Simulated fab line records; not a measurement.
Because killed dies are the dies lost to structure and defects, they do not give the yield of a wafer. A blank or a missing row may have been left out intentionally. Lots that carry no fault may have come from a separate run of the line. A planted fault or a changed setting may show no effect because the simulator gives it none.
fab line records	flow sfq_line
record lots=5	wafers=15	last_day=89
route steps=325 shown C5@240 M6@251 I6@266 M7@281 M8@325
lots that met no fault: from a run of the same line without faults
start_h: hours from the record's opening day to when the first of the lot's shown wafers began	wait_h: hours elapsed since this lot's preceding step	" unchanged from the row above	L1.1+2: several wafers, shown together as one row	- no value present, or no start provided	* or withheld: withheld	< > ~ a bound
route shown NAME@n: NAME is a module with steps in the file, n the number in the route of the first one	usual: average and standard deviation across the fault-free wafers	same: alike in all rows	chamber/n: place in a boat	sites: each site's reading	_std_site: standard deviation across them	_edge_site: outer sites' mean less inner sites'	radius_mm: how far each site lies from the wafer's centre	mask NAME#n: copy n	behind: the last tool/chamber to shape the wafer	hold: the reason the lot was held/the length of the hold in hours/how it ended	device: the transistor (n, p or np) that didn't switch	end of line: tests run on the same wafers once the route is complete	a step with no rows: only its recipe	killed: count of dies lost to structure and defects at first sort (not the wafer's yield)	map: a wafer's dies, x killed, . not, _ none there
set.NAME: the setting the step ran with; set.NAME@STEP: the setting that earlier step ran with	model.NAME: the simulator's own value behind a step, which no gauge read
a table for each step, a row for each wafer; lots at some steps of the route
services: a tool's chamber out of use, with start hour (start_h, from the record's first day; less than 0 if before it), hours out, and reason
## steps
# step SFQ_TRILAYER_C5_LITHO_COAT_156
# recipe resist=BARC	spin_rpm=3000	resist_thk_nm=62
# step SFQ_TRILAYER_C5_LITHO_COAT_151
# recipe resist=KrF	spin_rpm=3000	resist_thk_nm=650
# step SFQ_TRILAYER_C5_LITHO_SOFTBAKE_155
# recipe temp_c=withheld	time_s=withheld	resist=KrF
# step SFQ_TRILAYER_C5_LITHO_EXPOSE_152
# recipe mask_id=C5	na=0.6	source_shape=conventional	sigma_outer=0.65	target_cd_nm=500	dose_mj=21.3
# step SFQ_TRILAYER_C5_LITHO_PEB_154
# recipe peb_temp_c=115	peb_time_s=60	resist=KrF
# step SFQ_TRILAYER_C5_LITHO_DEVELOP_153
# recipe time_s=60	resist=KrF
# step SFQ_C5_OVL_MEAS_937
# usual C5_OVL=4/4.9
lot.wafer	tool	chamber	start_h	wait_h	C5_OVL[nm]
L596.1	overlay-02	-	1543.91	0.1	6
L596.5	"	-	"	"	6
L596.6	"	-	"	"	6
L600.1	overlay-02	-	1675.83	0.1	5
L600.3	"	-	"	"	7
L600.5	"	-	"	"	6
L613.1	overlay-01	-	1725.71	0.1	2
L613.3	"	-	"	"	0
L613.5	"	-	"	"	5
L614.2	overlay-02	-	1731.72	0.1	8
L614.3	"	-	"	"	7
L614.5	"	-	"	"	11
L615.2	overlay-02	-	1736.90	0.1	-2
L615.3	"	-	"	"	-9
L615.6	"	-	"	"	-6
# step SFQ_TRILAYER_C5_BARC_OPEN_VIA_ETCH_210
# recipe mask_material=PR	chemistry=O2	target_depth_nm=125	target=BARC	source_w=500	bias_w=80	pressure_mtorr=30	time_s=41.7
# usual drypump_motor_current_A=5.6/0.34	oes_product_au=0.685/0.0043
lot.wafer	tool	chamber	start_h	wait_h	drypump_motor_current_A	oes_product_au	rf_hours_counter_h
L596.1	rie_diel-02	3	1543.94	0.0	5.8	0.677	9
L596.5	"	3	"	"	5.8	0.682	-
L596.6	"	0	"	"	5.5	0.685	-
L600.1	rie_diel-02	0	1675.87	0.0	5.5	0.686	10
L600.3	"	3	"	"	5.8	0.686	11
L600.5	"	0	"	"	5.5	0.688	-
L613.1	rie_diel-01	1	1725.75	0.0	5.8	0.690	3
L613.3	"	3	"	"	5.2	0.686	5
L613.5	"	3	"	"	5.2	0.687	-
L614.2	rie_diel-03	2	1731.75	0.0	6.2	0.695	1
L614.3	"	0	"	"	5.3	0.685	10
L614.5	"	1	"	"	5.7	0.685	-
L615.2	rie_diel-02	0	1736.93	0.0	5.5	0.681	11
L615.3	"	2	"	"	5.8	0.687	8
L615.6	"	0	"	"	5.5	0.691	-
# step SFQ_TRILAYER_C5_ETCH_VIA_ETCH_154
# recipe target=SiO2	mask_material=PR	chemistry=CHF3	target_depth_nm=84	source_w=500	bias_w=80	pressure_mtorr=30	time_s=withheld	stop_on=Nb
# usual drypump_motor_current_A=5.6/0.34	oes_product_au=0.893/0.0073
lot.wafer	tool	chamber	start_h	wait_h	drypump_motor_current_A	oes_product_au
L596.1	rie_diel-02	3	1543.98	0.0	5.8	0.886
L596.5	"	3	"	"	5.8	0.900
L596.6	"	0	"	"	5.5	0.891
L600.1	rie_diel-02	0	1675.91	0.0	5.5	0.895
L600.3	"	3	"	"	5.8	0.895
L600.5	"	0	"	"	5.5	0.899
L613.1	rie_diel-01	1	1725.79	0.0	5.8	0.887
L613.3	"	3	"	"	5.2	0.904
L613.5	"	3	"	"	5.2	0.897
L614.2	rie_diel-03	2	1731.79	0.0	6.2	0.880
L614.3	"	0	"	"	5.3	0.888
L614.5	"	1	"	"	5.7	0.891
L615.2	rie_diel-02	0	1736.97	0.0	5.6	0.876
L615.3	"	2	"	"	5.8	0.891
L615.6	"	0	"	"	5.5	0.900
# step SFQ_TRILAYER_C5_STRIP_STRIP_155
# recipe gas=O2	power_w=200	platen_temp_c=40	overash_fraction=0.65	chemistry=O2	pressure_mtorr=50
# step SFQ_TRILAYER_C5_STRIP_SOLV_CLEAN_156
# recipe chemistry=NMP	temp_c=70	time_s=600
# step SFQ_TRILAYER_M6_DEP_PRE_CLEAN_158
# recipe gas=Ar	time_s=22.5	bias_v=250
# step SFQ_TRILAYER_M6_DEP_SPUTTER_157
# recipe material=Nb	base_pressure_pa=1.33e-06	chamber_pressure_pa=0.1333	substrate_temp_c=20	target_thk_nm=200	power_w=2000	time_s=133.3
# usual chamber_pressure_pa=0.13331/0.00027	throttle_valve_pct=30.4/0.98
lot.wafer	tool	chamber	start_h	wait_h	chamber_pressure_pa	throttle_valve_pct	model.Nb_of_TRILAYER_M6_DEP_SPUTTER_157.thk_nm
L596.1	pvd_sputter-05	-	1544.83	0.0	0.1334	30.9	200.8
L596.5	"	-	"	"	0.13355	31.4	201
L596.6	"	-	"	"	0.1332	29.8	201.8
L600.1	pvd_sputter-05	-	1676.77	0.0	0.13329	30.2	194.7
L600.3	"	-	"	"	0.13351	31.4	194.7
L600.5	"	-	"	"	0.13337	30.2	196.7
L613.1	pvd_sputter-05	-	1726.66	0.0	0.13297	30.1	200.1
L613.3	"	-	"	"	0.13304	31.5	199.6
L613.5	"	-	"	"	0.13315	30.6	99.88
L614.2	pvd_sputter-06	-	1732.64	0.0	0.13319	29.1	197.2
L614.3	"	-	"	"	0.13301	31.6	197.7
L614.5	"	-	"	"	0.13333	31.5	200.4
L615.2	pvd_sputter-03	-	1737.83	0.0	0.13393	29.6	197.5
L615.3	"	-	"	"	0.13364	31.0	196.2
L615.6	"	-	"	"	0.13373	31.0	196.1
# step SFQ_M6_RS_MEAS_938
# recipe thk_meas_gauge=four-point-probe	reads=Nb_of_TRILAYER_M6_DEP_SPUTTER_157
# usual M6_NB_RS=0.894/0.01
lot.wafer	tool	chamber	start_h	wait_h	hold	M6_NB_RS[ohm/sq]
L596.1	film_metro-02	-	1544.92	0.0	-	0.883
L596.5	"	-	"	"	-	0.881
L596.6	"	-	"	"	-	0.880
L600.1	film_metro-03	-	1676.87	0.0	-	0.917
L600.3	"	-	"	"	-	0.916
L600.5	"	-	"	"	-	0.906
L613.1	film_metro-03	-	1726.75	0.0	await_dispo/0.2h/release	0.889
L613.3	"	-	"	"	await_dispo/0.2h/release	0.893
L613.5	"	-	"	"	await_dispo/0.2h/release	1.802
L613.1	film_metro-03	-	1727.03	0.3	-	0.890
L613.3	"	-	"	"	-	0.892
L613.5	"	-	"	"	-	1.801
L614.2	film_metro-03	-	1732.75	0.1	-	0.902
L614.3	"	-	"	"	-	0.901
L614.5	"	-	"	"	-	0.890
L615.2	film_metro-01	-	1737.95	0.1	-	0.902
L615.3	"	-	"	"	-	0.909
L615.6	"	-	"	"	-	0.908
# step SFQ_TRILAYER_M6_LITHO_COAT_159
# recipe resist=KrF	spin_rpm=3000	resist_thk_nm=600
# step SFQ_TRILAYER_M6_LITHO_SOFTBAKE_163
# recipe temp_c=withheld	time_s=withheld	resist=KrF
# step SFQ_TRILAYER_M6_LITHO_EXPOSE_160
# recipe mask_id=M6	na=0.6	source_shape=conventional	sigma_outer=0.65	target_cd_nm=500	dose_mj=14.4
# step SFQ_TRILAYER_M6_LITHO_PEB_162
# recipe peb_temp_c=115	peb_time_s=60	resist=KrF
# step SFQ_TRILAYER_M6_LITHO_DEVELOP_161
# recipe time_s=60	resist=KrF
# step SFQ_M6_OVL_MEAS_940
# usual M6_OVL=-4/5.1
lot.wafer	tool	chamber	start_h	wait_h	M6_OVL[nm]
L596.1	overlay-02	-	1548.71	0.1	-4
L596.5	"	-	"	"	-7
L596.6	"	-	"	"	0
L600.1	overlay-01	-	1682.76	0.1	-6
L600.3	"	-	"	"	-6
L600.5	"	-	"	"	-3
L613.1	overlay-02	-	1820.89	0.1	8
L613.3	"	-	"	"	12
L613.5	"	-	"	"	9
L614.2	overlay-01	-	1824.50	0.1	-4
L614.3	"	-	"	"	2
L614.5	"	-	"	"	1
L615.2	overlay-02	-	1830.50	0.1	-7
L615.3	"	-	"	"	-4
L615.6	"	-	"	"	-5
# step SFQ_TRILAYER_M6_BARC_OPEN_METAL_ETCH_206
# recipe mask_material=PR	chemistry=O2	target_depth_nm=125	target=BARC	icp_w=600	bias_w=80	pressure_mtorr=10	time_s=41.7
# usual drypump_motor_current_A=5.7/0.56	oes_product_au=0.685/0.0046
lot.wafer	tool	chamber	start_h	wait_h	drypump_motor_current_A	oes_product_au	rf_hours_counter_h
L596.1	rie_metal-03	1	1548.74	0.0	5.3	0.692	3
L596.5	"	0	"	"	5.1	0.684	-
L596.6	"	1	"	"	5.3	0.686	-
L600.1	rie_metal-03	0	1682.79	0.0	5.1	0.685	38
L600.3	"	0	"	"	5.1	0.682	-
L600.5	"	1	"	"	5.3	0.679	-
L613.1	rie_metal-04	0	1820.93	0.0	5.7	0.689	37
L613.3	"	0	"	"	5.7	0.691	-
L613.5	"	0	"	"	5.7	0.689	-
L614.2	rie_metal-04	1	1824.53	0.0	5.9	0.692	87
L614.3	"	1	"	"	5.9	0.690	-
L614.5	"	0	"	"	5.7	0.684	-
L615.2	rie_metal-03	1	1830.53	0.0	5.3	0.689	46
L615.3	"	0	"	"	5.1	0.695	-
L615.6	"	0	"	"	5.1	0.678	-
# step SFQ_TRILAYER_M6_ETCH_METAL_ETCH_162
# recipe target=Nb	stop_on=SiO2	mask_material=PR	chemistry=Cl2/Ar	target_depth_nm=240	icp_w=600	bias_w=80	pressure_mtorr=10	time_s=120
# usual drypump_motor_current_A=5.7/0.56	oes_product_au=0.891/0.007
lot.wafer	tool	chamber	start_h	wait_h	drypump_motor_current_A	oes_product_au	rf_hours_counter_h
L596.1	rie_metal-03	1	1548.80	0.0	5.2	0.898	3
L596.5	"	0	"	"	5.1	0.891	-
L596.6	"	1	"	"	5.2	0.900	-
L600.1	rie_metal-03	0	1682.85	0.0	5.1	0.887	38
L600.3	"	0	"	"	5.1	0.889	-
L600.5	"	1	"	"	5.3	0.888	-
L613.1	rie_metal-04	0	1820.99	0.0	5.7	0.884	37
L613.3	"	0	"	"	5.7	0.896	-
L613.5	"	0	"	"	5.7	0.634	-
L614.2	rie_metal-04	1	1824.59	0.0	5.9	0.894	87
L614.3	"	1	"	"	5.8	0.880	-
L614.5	"	0	"	"	5.7	0.895	-
L615.2	rie_metal-03	1	1830.59	0.0	5.3	0.893	46
L615.3	"	0	"	"	5.1	0.879	-
L615.6	"	0	"	"	5.1	0.881	-
# step SFQ_TRILAYER_M6_STRIP_STRIP_163
# recipe gas=O2	power_w=200	platen_temp_c=40	overash_fraction=0.65	chemistry=O2	pressure_mtorr=50
# step SFQ_TRILAYER_M6_STRIP_SOLV_CLEAN_164
# recipe chemistry=NMP	temp_c=70	time_s=600
# step SFQ_TRILAYER_I6_DEP_PECVD_165
# recipe material=SiO2	temp_c=150	time_s=111.11	pressure_torr=2.4	rf_w=183.3	precursor=SiH4/N2O	target_thk_nm=500
# step SFQ_TRILAYER_I6_CMP_CMP_166
# recipe material=SiO2	down_force_psi=3	platen_rpm=60	pad_velocity_m_s=0.94248
# step SFQ_I6_BOW_MEAS_941
# recipe mode=bow
# usual I6_BOW=5/12
lot.wafer	tool	chamber	start_h	wait_h	I6_BOW[um]
L596.1	film_metro-02	-	1558.37	1.0	-7
L596.5	"	-	"	"	-18
L596.6	"	-	"	"	-20
L600.1	film_metro-04	-	1686.83	1.5	1
L600.3	"	-	"	"	3
L600.5	"	-	"	"	-8
L613.1	film_metro-02	-	1824.96	2.0	7
L613.3	"	-	"	"	-4
L613.5	"	-	"	"	8
L614.2	film_metro-04	-	1828.58	1.0	29
L614.3	"	-	"	"	36
L614.5	"	-	"	"	20
L615.2	film_metro-02	-	1838.73	2.0	-1
L615.3	"	-	"	"	13
L615.6	"	-	"	"	14
# step SFQ_TRILAYER_I6_METRO_MEASURE_167
# step SFQ_TRILAYER_I6_VIA_LITHO_COAT_174
# recipe resist=BARC	spin_rpm=3000	resist_thk_nm=62
# step SFQ_TRILAYER_I6_VIA_LITHO_COAT_169
# recipe resist=KrF	spin_rpm=3000	resist_thk_nm=650
# step SFQ_TRILAYER_I6_VIA_LITHO_SOFTBAKE_173
# recipe temp_c=withheld	time_s=withheld	resist=KrF
# step SFQ_TRILAYER_I6_VIA_LITHO_EXPOSE_170
# recipe mask_id=I6	na=0.6	source_shape=conventional	sigma_outer=0.65	target_cd_nm=700	dose_mj=21.3
# step SFQ_TRILAYER_I6_VIA_LITHO_PEB_172
# recipe peb_temp_c=115	peb_time_s=60	resist=KrF
# step SFQ_TRILAYER_I6_VIA_LITHO_DEVELOP_171
# recipe time_s=60	resist=KrF
# step SFQ_I6_OVL_MEAS_942
# usual I6_OVL=-3/6.5
lot.wafer	tool	chamber	start_h	wait_h	I6_OVL[nm]
L596.1	overlay-02	-	1659.03	0.1	-6
L596.5	"	-	"	"	-6
L596.6	"	-	"	"	1
L600.1	overlay-02	-	1781.29	0.1	-1
L600.3	"	-	"	"	1
L600.5	"	-	"	"	-12
L613.1	overlay-01	-	1901.27	0.1	-3
L613.3	"	-	"	"	-3
L613.5	"	-	"	"	-9
L614.2	overlay-01	-	1903.67	0.1	-11
L614.3	"	-	"	"	-16
L614.5	"	-	"	"	-14
L615.2	overlay-02	-	1912.07	0.1	-7
L615.3	"	-	"	"	-6
L615.6	"	-	"	"	-6
# step SFQ_TRILAYER_I6_VIA_BARC_OPEN_VIA_ETCH_235
# recipe mask_material=PR	chemistry=O2	target_depth_nm=125	target=BARC	source_w=500	bias_w=80	pressure_mtorr=30	time_s=41.7
# usual drypump_motor_current_A=5.7/0.38	oes_product_au=0.686/0.0046
lot.wafer	tool	chamber	start_h	wait_h	drypump_motor_current_A	oes_product_au	rf_hours_counter_h
L596.1	rie_diel-04	0	1659.07	0.0	6.2	0.687	7
L596.5	"	3	"	"	6.2	0.683	-
L596.6	"	2	"	"	6.0	0.691	-
L600.1	rie_diel-02	3	1781.33	0.0	5.8	0.681	13
L600.3	"	2	"	"	5.8	0.681	9
L600.5	"	1	"	"	4.9	0.693	-
L613.1	rie_diel-04	2	1901.30	0.0	6.0	0.686	18
L613.3	"	1	"	"	5.8	0.690	3
L613.5	"	2	"	"	6.0	0.690	-
L614.2	rie_diel-03	2	1903.70	0.0	6.2	0.691	3
L614.3	"	3	"	"	5.3	0.684	9
L614.5	"	0	"	"	5.3	0.689	-
L615.2	rie_diel-04	1	1912.10	0.0	5.7	0.693	3
L615.3	"	2	"	"	6.0	0.686	18
L615.6	"	1	"	"	5.8	0.687	-
# step SFQ_TRILAYER_I6_VIA_ETCH_VIA_ETCH_172
# recipe target=SiO2	stop_on=Nb	mask_material=PR	taper_deg=20	chemistry=CHF3	target_depth_nm=260	source_w=500	bias_w=80	pressure_mtorr=30	time_s=withheld
# usual drypump_motor_current_A=5.7/0.38	oes_product_au=0.856/0.0061
lot.wafer	tool	chamber	start_h	wait_h	drypump_motor_current_A	oes_product_au
L596.1	rie_diel-04	0	1659.11	0.0	6.2	0.848
L596.5	"	3	"	"	6.2	0.853
L596.6	"	2	"	"	5.9	0.851
L600.1	rie_diel-02	3	1781.37	0.0	5.8	0.861
L600.3	"	2	"	"	5.8	0.848
L600.5	"	1	"	"	4.9	0.874
L613.1	rie_diel-04	2	1901.34	0.0	6.0	0.858
L613.3	"	1	"	"	5.8	0.852
L613.5	"	2	"	"	6.0	0.853
L614.2	rie_diel-03	2	1903.74	0.0	6.2	0.859
L614.3	"	3	"	"	5.3	0.857
L614.5	"	0	"	"	5.3	0.869
L615.2	rie_diel-04	1	1912.14	0.0	5.8	0.850
L615.3	"	2	"	"	6.0	0.855
L615.6	"	1	"	"	5.7	0.849
# step SFQ_TRILAYER_I6_VIA_STRIP_STRIP_173
# recipe gas=O2	power_w=200	platen_temp_c=40	overash_fraction=0.65	chemistry=O2	pressure_mtorr=50
# step SFQ_TRILAYER_I6_VIA_STRIP_SOLV_CLEAN_174
# recipe chemistry=NMP	temp_c=70	time_s=600
# step SFQ_TRILAYER_M7_DEP_PRE_CLEAN_176
# recipe gas=Ar	time_s=22.5	bias_v=250
# step SFQ_M8_BOW_MEAS_951
# recipe mode=bow
# usual M8_BOW=6/12
lot.wafer	tool	chamber	start_h	wait_h	M8_BOW[um]	model.etest.m6.ohm_um	model.etest.i5.link_ohm	model.etest.c5.link_ohm	model.etest.m6.ohm_sq	model.etest.i6.link_ohm
L596.1	film_metro-03	-	1782.79	0.0	-6	1.783	2.255	7.95	0.8863	1.874
L596.5	"	-	"	"	-17	1.771	2.263	7.969	0.8854	1.88
L596.6	"	-	"	"	-21	1.776	2.26	7.952	0.8816	1.863
L600.1	film_metro-03	-	1826.54	0.0	1	1.834	2.319	7.997	0.914	1.909
L600.3	"	-	"	"	5	1.826	2.324	7.947	0.9138	1.895
L600.5	"	-	"	"	-8	1.821	2.314	8.047	0.9044	1.897
L613.1	film_metro-03	-	2082.68	0.0	3	1.771	2.289	7.945	0.8891	1.866
L613.3	"	-	"	"	-6	1.781	2.298	7.889	0.8913	1.876
L613.5	"	-	"	"	6	3.541	3.367	8.825	1.781	2.777
L614.2	film_metro-01	-	2100.15	0.0	29	1.798	2.32	7.961	0.9023	1.895
L614.3	"	-	"	"	35	1.795	2.308	7.958	0.9	1.89
L614.5	"	-	"	"	20	1.777	2.274	7.92	0.8879	1.881
L615.2	film_metro-02	-	2142.15	0.0	1	1.808	2.278	7.942	0.9011	1.877
L615.3	"	-	"	"	14	1.81	2.291	8.104	0.9067	1.881
L615.6	"	-	"	"	16	1.813	2.307	7.966	0.9074	1.887
## services
tool	chamber	start_h	hours	kind
rie_metal-03	-	1522.78	2.8	pm
rie_diel-02	-	1528.09	1.7	repair
rie_metal-04	1	1542.73	12.8	repair
rie_diel-04	2	1546.18	22.6	repair
rie_diel-02	0	1591.17	1.3	repair
rie_diel-02	-	1592.80	7.8	repair
rie_diel-03	0	1635.12	3.5	repair
rie_diel-03	0	1646.82	4.6	repair
rie_diel-02	1	1646.93	4.2	repair
rie_diel-02	1	1658.90	7.3	repair
rie_diel-02	2	1661.22	7.3	repair
rie_metal-04	-	1698.29	0.4	repair
rie_diel-02	1	1707.95	6.9	repair
rie_metal-04	0	1708.97	1.4	repair
rie_diel-02	-	1717.99	0.2	repair
rie_diel-02	-	1724.37	2.8	pm
rie_diel-03	0	1735.10	2.8	repair
rie_diel-04	-	1744.78	0.7	repair
rie_diel-02	0	1765.80	4.5	repair
rie_diel-02	2	1786.53	1.3	repair
rie_metal-03	-	1809.94	2.5	repair
rie_diel-04	3	1827.41	2.0	repair
rie_diel-04	-	1857.34	0.4	repair
rie_diel-02	2	1905.97	2.2	repair
## key
first_sign step=SFQ_M6_RS_MEAS_938	reading=visit	direction=added
effect step=SFQ_M6_RS_MEAS_938	reading=M6_NB_RS	direction=up	sigmas=91	usual=0.894	struck=1.802
effect step=SFQ_TRILAYER_M6_ETCH_METAL_ETCH_162	reading=oes_product_au	direction=down	sigmas=37	usual=0.891	struck=0.634
model_effect step=SFQ_TRILAYER_M6_DEP_SPUTTER_157	value=Nb_of_TRILAYER_M6_DEP_SPUTTER_157.thk_nm	without=200	struck=99.88
model_effect step=SFQ_M8_BOW_MEAS_951	value=etest.m6.ohm_um	without=1.769	struck=3.541
met_at SFQ_TRILAYER_M6_DEP_SPUTTER_157
struck_wafers L613.5
onset_between 1676.77 1726.66
fault kind=process_parameter_drift	tool=pvd_sputter-05	chamber=-	onset_h=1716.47	steps=SFQ_TRILAYER_M6_DEP_SPUTTER_157	channel=target_thk_nm	offset=-100.07	shape=step	end_h=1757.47	scope=struck_wafers_only	acts_in=these_recipes_only	stated=200
